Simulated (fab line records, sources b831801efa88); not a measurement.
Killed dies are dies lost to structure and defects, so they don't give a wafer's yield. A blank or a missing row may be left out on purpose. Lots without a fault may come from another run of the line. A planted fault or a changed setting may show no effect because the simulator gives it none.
Split-lot experiment | flow sfq_line | 5 lots, 27 wafers read, on a route of 325 steps

THE SPLIT
At SFQ_TRILAYER_I3_VIA_BARC_OPEN_VIA_ETCH_121 (etches BARC in O2, target depth 125 nm, time 41.7 s), the setting time_s was moved away from the recipe's 41.7 s on 9 of the 27 wafers read, by -29.4% to +32.1%. The other wafers ran this setting at the recipe's value.

The reading is taken at the split's own step.

THE READING
KrF_of_TRILAYER_I3_VIA_LITHO_COAT_085.thk_nm (the simulator's own value, which no gauge read), in nm, at SFQ_TRILAYER_I3_VIA_BARC_OPEN_VIA_ETCH_121 (etches BARC in O2, target depth 125 nm, time 41.7 s). The file gives no usual value for it. The 18 wafers here that ran the recipe average 573.2 nm, standard deviation 1.5 nm.

wafer  | tool, chamber at the split | time_s as run, s | against the recipe | KrF_of_TRILAYER_I3_VIA_LITHO_COAT_085.thk_nm, nm | against lot-mates on the recipe
L075.1 | rie_diel-01, 2             | 41.7             | recipe             | 574.2                                            | -
L075.2 | rie_diel-01, 3             | 49.6             | +18.9%             | 562.5                                            | -10.4
L075.3 | rie_diel-01, 0             | 49.6             | +18.9%             | 563.3                                            | -9.6
L075.4 | rie_diel-01, 1             | 41.7             | recipe             | 573.5                                            | -
L075.5 | rie_diel-01, 3             | 41.7             | recipe             | 571                                              | -
L075.6 | rie_diel-01, 2             | 49.6             | +18.9%             | 562.4                                            | -10.5
L078.1 | rie_diel-03, 0             | 41.7             | recipe             | 575.6                                            | -
L078.2 | rie_diel-03, 3             | 41.7             | recipe             | 575.1                                            | -
L078.3 | rie_diel-03, 2             | 41.7             | recipe             | 574.4                                            | -
L078.4 | rie_diel-03, 1             | 41.7             | recipe             | 575.6                                            | -
L078.5 | rie_diel-03, 2             | 41.7             | recipe             | 573.7                                            | -
L078.6 | rie_diel-03, 1             | 41.7             | recipe             | 574.6                                            | -
L081.1 | rie_diel-01, 2             | 55.09            | +32.1%             | 556.3                                            | -16.6
L081.2 | rie_diel-01, 3             | 41.7             | recipe             | 573.8                                            | -
L081.3 | rie_diel-01, 1             | 41.7             | recipe             | 573                                              | -
L081.4 | rie_diel-01, 0             | 41.7             | recipe             | 572                                              | -
L081.5 | rie_diel-01, 1             | 55.09            | +32.1%             | 555.8                                            | -17.1
L081.6 | rie_diel-01, 0             | 55.09            | +32.1%             | 555.7                                            | -17.2
L082.3 | rie_diel-03, 1             | 41.7             | recipe             | 571.1                                            | -
L082.4 | rie_diel-03, 3             | 41.7             | recipe             | 573.4                                            | -
L082.5 | rie_diel-03, 3             | 41.7             | recipe             | 571.4                                            | -
L085.1 | rie_diel-04, 1             | 29.46            | -29.4%             | 588.7                                            | +16.9
L085.2 | rie_diel-04, 3             | 41.7             | recipe             | 572.4                                            | -
L085.3 | rie_diel-04, 2             | 41.7             | recipe             | 571.7                                            | -
L085.4 | rie_diel-04, 0             | 41.7             | recipe             | 571.2                                            | -
L085.5 | rie_diel-04, 0             | 29.46            | -29.4%             | 588.2                                            | +16.4
L085.6 | rie_diel-04, 3             | 29.46            | -29.4%             | 587.2                                            | +15.4

THE FIT
A straight line over all 27 wafers: KrF_of_TRILAYER_I3_VIA_LITHO_COAT_085.thk_nm changes by -0.526 nm for each +1% of time_s; r = -0.99; the points scatter about the line by 1.3 nm.
The same after taking each lot's own level away (the mean of its wafers on the recipe; 27 wafers): -0.541 nm for each +1%; r = -1.00; scatter 0.81 nm.
On that fit, the largest move of time_s shifts the reading by 17 nm.
The lots' own levels span 571.77 to 574.83 nm, that is 2.0 times the standard deviation above.
So the lot-to-lot level changes the slope little: the two slopes agree.
Check: with one of the wafers moved furthest among these (+32.1%) left out of the fit, the line predicts -17.4 nm for it against its lot-mates. It came out at -16.6 nm against them.
Tool readings at the split's step, against how far the setting was moved: oes_product_au r = -0.88.

OTHER SPLITS ON THESE WAFERS
These wafers also went through other splits before the reading. Each is held against what the fit with the lots' levels taken away leaves over:
other split on the same wafers                    | wafers away from the commonest value | r with KrF_of_TRILAYER_I3_VIA_LITHO_COAT_085.thk_nm (lot level and that fit taken away)
SFQ_TRILAYER_INCOMING_OXIDATION_002 ox_time_s     | 12                                   | +0.02
SFQ_TRILAYER_L0_VIA_BARC_OPEN_VIA_ETCH_021 time_s | 9                                    | +0.04
SFQ_TRILAYER_M0_BARC_OPEN_METAL_ETCH_031 time_s   | 9                                    | -0.14
SFQ_TRILAYER_I1_DEP_PECVD_045 time_s              | 12                                   | +0.08
SFQ_TRILAYER_M2_BARC_OPEN_METAL_ETCH_077 time_s   | 12                                   | -0.19
SFQ_TRILAYER_M3_ETCH_METAL_ETCH_078 time_s        | 12                                   | -0.02

THE WHOLE CHAIN: every reading that the file lists as answering this split, in the file's order
step                                       | what it does                                        | reading                                                                                       | change (the file's fit)                                                              | r (the file's)
SFQ_TRILAYER_I3_VIA_BARC_OPEN_VIA_ETCH_121 | etches BARC in O2, target depth 125 nm, time 41.7 s | oes_product_au                                                                                | not straight: 0.811 at the lowest setting, 0.686 at the recipe, 0.653 at the highest | not given
SFQ_TRILAYER_I3_VIA_BARC_OPEN_VIA_ETCH_121 | etches BARC in O2, target depth 125 nm, time 41.7 s | KrF_of_TRILAYER_I3_VIA_LITHO_COAT_085.thk_nm (the simulator's own value, which no gauge read) | -0.539 nm for each +1% of the setting                                                | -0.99

THE FILE'S OWN FIT
KrF_of_TRILAYER_I3_VIA_LITHO_COAT_085.thk_nm changes by -0.539 nm for each +1% of time_s, r = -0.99.
